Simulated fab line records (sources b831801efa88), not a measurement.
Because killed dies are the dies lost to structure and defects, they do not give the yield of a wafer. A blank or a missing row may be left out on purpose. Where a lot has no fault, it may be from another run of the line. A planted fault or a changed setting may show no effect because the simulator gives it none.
One fault seen from 2 desks + flow gf180mcu + each desk has only its own numbers; what lay behind them comes last

## THE METROLOGY DESK
What the gauges read, lot by lot, whatever tool the lot ran on: means of the sampled wafers that have a number. If a lot's mean is further than 4 standard deviations from the usual mean, the lot is out of limits and carries the mark OUT (the distance appears in the brackets).
Columns: A = STI_OXIDATION_THK at GF_STI_THK_MEAS_02, usual 10.08 nm; B = POLY_GATE_OVL at GF_POLY_GATE_OVL_MEAS_11, usual -2 nm
| lot  | first seen here | A     | B   |
|------|-----------------|-------|-----|
| L120 | day 1 11:31     | 9.84  | 0   |
| L121 | day 1 16:47     | 10.02 | -3  |
| L122 | day 1 21:31     | 10.10 | -2  |
| L123 | day 2 02:31     | 10.14 | 3   |
| L124 | day 2 07:34     | 10.20 | -2  |
| L127 | day 2 23:01     | 10.14 | 2   |
| L129 | day 3 08:59     | 9.79  | -8  |
| L131 | day 3 20:10     | 10.09 | 4   |
| L132 | day 3 23:31     | 10.04 | -4  |
| L134 | day 4 09:54     | 9.77  | -2  |
| L137 | day 5 00:31     | 10.35 | -2  |
| L138 | day 5 05:32     | 10.01 | -12 |
| L140 | day 5 15:31     | 9.89  | -2  |
| L142 | day 6 01:34     | 10.26 | -0  |
This desk's finding: nothing out of limits on any of the 14 lots.

## THE TOOL OWNER'S DESK: rie-diel-01
The tool's own readings at GF_STI_ETCH_13 (etches the open film in CHF3/O2, stops on Si, target depth 282.31 nm, time 112.9 s): means of the sampled wafers that have a number, for each lot that ran on this tool. If a lot's mean is further than 4 standard deviations from the usual mean, the lot is out of limits and carries the mark OUT (the distance appears in the brackets).
Columns: A = bias-w at GF_STI_ETCH_13, usual 200.1 W; B = drypump-motor-current-A at GF_STI_ETCH_13, usual 5.8 A; C = oes-product-au at GF_STI_ETCH_13, usual 0.836 a.u.; D = throttle-valve-pct at GF_STI_ETCH_13, usual 8.811 %
| lot  | first seen here | A     | B   | C     | D     |
|------|-----------------|-------|-----|-------|-------|
| L123 | day 2 16:05     | 199.6 | 5.8 | 0.834 | 8.810 |
| L124 | day 2 21:56     | 200.0 | 5.6 | 0.846 | 8.810 |
| L127 | day 3 13:53     | 199.4 | 5.3 | 0.827 | 8.822 |
| L129 | day 4 00:44     | 200.2 | 5.5 | 0.819 | 8.809 |
This desk's finding: nothing out of limits on any of the 4 lots.

## BROUGHT TOGETHER
From the metrology desk's view, nothing was out of limits.
Nothing out of limits was seen by the tool owner's desk.

## WHAT HAD BEEN PUT IN BY THE SIMULATOR
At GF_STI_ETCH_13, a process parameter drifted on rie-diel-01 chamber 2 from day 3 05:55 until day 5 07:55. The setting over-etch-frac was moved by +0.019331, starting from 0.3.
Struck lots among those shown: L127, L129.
